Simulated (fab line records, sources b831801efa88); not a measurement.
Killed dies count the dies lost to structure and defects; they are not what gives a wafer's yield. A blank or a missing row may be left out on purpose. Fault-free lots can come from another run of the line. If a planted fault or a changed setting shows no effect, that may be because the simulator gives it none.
The tool behind it: which one? / flow sfq line / 7 lots with 21 wafers sampled at 2 steps, on a route of 325 steps

WHAT THE GAUGES READ, wafer by wafer
SFQ_M7_RS_MEAS_943: measurement is done with a four-point probe.
lot=L904; measured=day 72 17:05; on=film metro-02; M7_NB_RS (ohm/sq)=0.892 0.891 0.896
lot=L908; measured=day 73 03:19; on=film metro-02; M7_NB_RS (ohm/sq)=0.906 0.896 0.890
lot=L910; measured=day 73 13:20; on=film metro-02; M7_NB_RS (ohm/sq)=0.912 0.904 0.901
lot=L912; measured=day 79 13:32; on=film metro-01; M7_NB_RS (ohm/sq)=0.895 0.899 0.901
lot=L916; measured=day 85 10:45; on=film metro-02; M7_NB_RS (ohm/sq)=0.883 0.881 0.881
lot=L918; measured=day 85 20:21; on=film metro-03; M7_NB_RS (ohm/sq)=0.891 0.893 0.897
lot=L924; measured=day 86 07:28; on=film metro-01; M7_NB_RS (ohm/sq)=0.873 0.891 0.884

EACH LOT AND THE TOOL THAT RAN IT (in order: tool; ch and the chambers of the sampled wafers; start)
lot=L904; SFQ_TRILAYER_I5_STRIP_STRIP_148=rie metal-03 ch 0,1, day 66 14:19
lot=L908; SFQ_TRILAYER_I5_STRIP_STRIP_148=rie metal-02 ch 0,1, day 66 22:38
lot=L910; SFQ_TRILAYER_I5_STRIP_STRIP_148=rie metal-03 ch 0,1, day 67 15:26
lot=L912; SFQ_TRILAYER_I5_STRIP_STRIP_148=rie metal-02 ch 0,1, day 69 07:44
lot=L916; SFQ_TRILAYER_I5_STRIP_STRIP_148=rie metal-03 ch 0,1, day 71 00:09
lot=L918; SFQ_TRILAYER_I5_STRIP_STRIP_148=rie metal-01 ch 0,1, day 71 12:09
lot=L924; SFQ_TRILAYER_I5_STRIP_STRIP_148=rie metal-01 ch 0, day 73 00:09
- SFQ_TRILAYER_I5_STRIP_STRIP_148: strips in O2.

THE ANSWER, worked out from the rows above alone
Rule: the lots themselves supply what counts as usual. The widest of any qualifying gaps counts: lots, ordered by their means at a reading, are off when they make up no more than a third of the lots, leave a main group of 4 or more, and stand apart from it by 3 or more times the standard deviation of that group's means. The tables above print the reading to a certain number of digits; a main group whose means all agree to those digits is not used. A lot without any number at a reading at which 4 lots or more have one is off too. Where the step has rows for the other lots, those lots are counted as sound.
None of the lots is off at any reading shown; this tells nothing.

WHAT THE SIMULATOR HAD PUT IN
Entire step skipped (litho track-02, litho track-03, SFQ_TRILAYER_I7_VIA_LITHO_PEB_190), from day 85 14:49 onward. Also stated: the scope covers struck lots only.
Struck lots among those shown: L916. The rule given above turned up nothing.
